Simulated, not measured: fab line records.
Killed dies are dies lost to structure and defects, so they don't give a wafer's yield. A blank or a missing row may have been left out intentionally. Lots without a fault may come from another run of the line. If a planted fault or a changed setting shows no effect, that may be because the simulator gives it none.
Which of the tools did it? :: flow sfqLine :: 16 lots, 48 wafers sampled, at 1 step of a route of 325

== WHAT THE GAUGES READ, wafer by wafer ==
The record lacks any reading of a measuring or inspecting step that a usual standard deviation could be used to judge.

== EACH LOT AND THE TOOL THAT RAN IT (in order: tool; ch and the chambers of the sampled wafers; start) ==
lot: L978
SFQ_TRILAYER_R5_LITHO_EXPOSE_137: krfScanner-01 ch 0, day 62 03:25

lot: L979
SFQ_TRILAYER_R5_LITHO_EXPOSE_137: krfScanner-01 ch 0, day 62 08:25

lot: L981
SFQ_TRILAYER_R5_LITHO_EXPOSE_137: krfScanner-01 ch 0, day 62 13:25

lot: L982
SFQ_TRILAYER_R5_LITHO_EXPOSE_137: krfScanner-01 ch 0, day 62 16:25

lot: L983
SFQ_TRILAYER_R5_LITHO_EXPOSE_137: krfScanner-02 ch 0, day 63 03:45

lot: L984
SFQ_TRILAYER_R5_LITHO_EXPOSE_137: krfScanner-01 ch 0, day 63 12:04

lot: L990
SFQ_TRILAYER_R5_LITHO_EXPOSE_137: krfScanner-01 ch 0, day 66 06:11

lot: L991
SFQ_TRILAYER_R5_LITHO_EXPOSE_137: krfScanner-01 ch 0, day 66 09:23

lot: L993
SFQ_TRILAYER_R5_LITHO_EXPOSE_137: krfScanner-02 ch 0, day 66 18:53

lot: L994
SFQ_TRILAYER_R5_LITHO_EXPOSE_137: krfScanner-02 ch 0, day 66 22:41

lot: L995
SFQ_TRILAYER_R5_LITHO_EXPOSE_137: krfScanner-02 ch 0, day 67 03:05

lot: L996
SFQ_TRILAYER_R5_LITHO_EXPOSE_137: krfScanner-02 ch 0, day 67 11:29

lot: L997
SFQ_TRILAYER_R5_LITHO_EXPOSE_137: krfScanner-02 ch 0, day 68 03:17

lot: L999
SFQ_TRILAYER_R5_LITHO_EXPOSE_137: krfScanner-02 ch 0, day 68 18:56

lot: L100
SFQ_TRILAYER_R5_LITHO_EXPOSE_137: krfScanner-02 ch 0, day 68 21:08

lot: L101
SFQ_TRILAYER_R5_LITHO_EXPOSE_137: krfScanner-02 ch 0, day 69 04:32
- SFQ_TRILAYER_R5_LITHO_EXPOSE_137: exposes mask R5, target cd 500 nm.

== AS READ BY THE TOOLS THEMSELVES (means over the sampled wafers that have a number; for cases with no such wafer, the mark the record gives instead) ==
SFQ_TRILAYER_R5_LITHO_EXPOSE_137. Usual: 14.401 for exposureDoseMJCm2, sd 0.013.
lot: L978
tool: krfScanner-01
exposureDoseMJCm2: 14.389
flag: 

lot: L979
tool: krfScanner-01
exposureDoseMJCm2: 14.404
flag: 

lot: L981
tool: krfScanner-01
exposureDoseMJCm2: 14.401
flag: 

lot: L982
tool: krfScanner-01
exposureDoseMJCm2: 13.526
flag: OFF

lot: L983
tool: krfScanner-02
exposureDoseMJCm2: 14.400
flag: 

lot: L984
tool: krfScanner-01
exposureDoseMJCm2: 13.526
flag: OFF

lot: L990
tool: krfScanner-01
exposureDoseMJCm2: 13.524
flag: OFF

lot: L991
tool: krfScanner-01
exposureDoseMJCm2: 13.509
flag: OFF

lot: L993
tool: krfScanner-02
exposureDoseMJCm2: 14.394
flag: 

lot: L994
tool: krfScanner-02
exposureDoseMJCm2: 14.399
flag: 

lot: L995
tool: krfScanner-02
exposureDoseMJCm2: 14.415
flag: 

lot: L996
tool: krfScanner-02
exposureDoseMJCm2: 14.403
flag: 

lot: L997
tool: krfScanner-02
exposureDoseMJCm2: 14.402
flag: 

lot: L999
tool: krfScanner-02
exposureDoseMJCm2: 14.385
flag: 

lot: L100
tool: krfScanner-02
exposureDoseMJCm2: 14.392
flag: 

lot: L101
tool: krfScanner-02
exposureDoseMJCm2: 14.392
flag: 

== THE ANSWER, worked out from the rows above alone ==
Rule: a lot counts as off when the mean over its wafers that have a number is more than 3 standard deviations away from the usual mean. Also off: a lot with no number at a reading for which 4 or more lots have one. Any other lot the step has rows for is counted as sound. After the gauges, taken in route order, come the tools' own readings; for these a lot's mean is taken, as printed above. The first step at which some lot is off is used, and at that step the reading that is off furthest; a lot without a number counts as furthest.
Off at SFQ_TRILAYER_R5_LITHO_EXPOSE_137 (exposureDoseMJCm2): L982, L984, L990, L991.
If a tool, at that step or one of the process steps before it, ran each lot that is off and ran no sound lot following the first of them, it fits. One fits: krfScanner-01 at SFQ_TRILAYER_R5_LITHO_EXPOSE_137. A fault onset in the window from L981 (day 62 13:25, its last sound lot) to L982 (day 62 16:25, its first lot off) fits.
The tool's own readings at SFQ_TRILAYER_R5_LITHO_EXPOSE_137 bear it out: on the lots that are off they differ by more than 5 times the standard deviation of the sound lots' means. exposureDoseMJCm2 reads 13.521 there against 14.398 on the sound lots.

== WHAT THE SIMULATOR HAD INSERTED ==
Process parameters drifting: krfScanner-01 at SFQ_TRILAYER_R5_LITHO_EXPOSE_137, beginning at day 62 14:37. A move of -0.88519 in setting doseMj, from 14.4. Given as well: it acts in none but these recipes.
Struck lots among those shown: L982, L984, L990, L991. The rule above found the same.
